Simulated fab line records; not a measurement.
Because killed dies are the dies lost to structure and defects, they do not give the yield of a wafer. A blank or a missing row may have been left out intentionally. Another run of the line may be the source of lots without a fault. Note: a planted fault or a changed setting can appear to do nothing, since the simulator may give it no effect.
8D (eight disciplines) problem report, filled in by code | flow gf180mcu | the parts of the form that need people (team, actions taken, sign-off) are left out

## 1. WHAT WENT WRONG
Wafers free of any fault read 561 (standard deviation 3.8) for VT_IMPLANT_TW at GF_VT_IMPLANT_TW_MEAS_10, against a mean of 627 on 6 wafers of 2 lots. Relative to the usual mean, that is a shift of +17 standard deviations.
Seen first at day 10 10:59 on film_metro-03, wafer L649.2. The record holds 39 wafers of 13 lots with a number at this step. The rule behind "out" and "out of limits": a value lying over 4 standard deviations away from the usual mean. All remaining wafers that have a number are taken as sound.

## 2. WHAT IT IS, AND WHAT IT ISN'T
question                    | is                     | is not
which readings at this step | VT_IMPLANT_TW          | -
which lots                  | L649, L650             | L630, L632, L633, L634, L635, L637, L640, L641, L648, L651, L652
which wafers of those lots  | all that have a number | -
read on which gauges        | film_metro-03          | film_metro-01, film_metro-04
when                        | from day 10 10:59      | up to then (27 sound wafers); but 6 sound wafers of L651, L652 came after

## 3. THE SUSPECTS, EACH WITH WHAT RULES IT OUT
Counting: a tool at any process step up to the reading remains a suspect when it ran all the lots that are out and ran no sound lot after the first of those.
- the gauge at GF_VT_IMPLANT_TW_MEAS_10 is ruled out. All the wafers that are out were read on film_metro-03, but those of them that GF_VT_IMPLANT_IMPLANT_08 has rows for are out there too, on other tools.
- implanter-03 at GF_VT_IMPLANT_IMPLANT_08: kept. It ran every lot that is out, first L649 (day 10 10:46), and no sound lot after that; its last sound lot up to then is L640 (day 8 05:23). Its own dose_ions_cm2, faraday_current_uA readings are out on those wafers.
The count leaves implanter-03 at GF_VT_IMPLANT_IMPLANT_08.

## 4. THE CAUSE (what the simulator had put in)
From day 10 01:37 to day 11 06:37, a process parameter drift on implanter-03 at GF_VT_IMPLANT_IMPLANT_08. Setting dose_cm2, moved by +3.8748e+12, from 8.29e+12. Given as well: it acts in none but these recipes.
The count eliminated every tool but this one.

## 5. THE CHAIN OF EFFECTS, in route order
Each row: a reading where the mean over the struck wafers with a number is more than 3 standard deviations away from the usual. Readings are gone through only where the record gives a usual standard deviation; hours: the median, over the lots, of the time from a lot's start at the first step in this table giving one to that lot's start at this step; sigmas: the change measured in usual standard deviations.
hours | step                     | reading            | usual    | on struck wafers | change    | sigmas
0     | GF_VT_IMPLANT_IMPLANT_08 | dose_ions_cm2      | 8.29e+12 | 1.22e+13         | +3.87e+12 | +99 or more
0     | GF_VT_IMPLANT_IMPLANT_08 | faraday_current_uA | 46.7     | 68.4             | +21.7     | +22
0     | GF_VT_IMPLANT_TW_MEAS_10 | VT_IMPLANT_TW      | 561      | 627              | +66       | +17
Here are the process steps it includes:
- GF_VT_IMPLANT_IMPLANT_08
At these later measuring or inspecting steps, every struck wafer for which the step has a row has a number for every such reading, and none has moved that far: GF_HV_LDD_OVL_MEAS_47.

## 6. WHAT WOULD HAVE CAUGHT IT SOONER
Counted from the fault's start at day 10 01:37, it took 9 hours until the first out-of-limits reading at a measuring or inspecting step in this record, taken at day 10 10:59.
The tool's own readings at GF_VT_IMPLANT_IMPLANT_08 were out on every struck wafer that the step has a row for (dose_ions_cm2, faraday_current_uA): an alarm limit on them would have fired on the first of those.
L650, from the lots that are out (2), started GF_VT_IMPLANT_IMPLANT_08 on implanter-03 later than day 10 10:59. A hold on the tool at that time would have spared it.
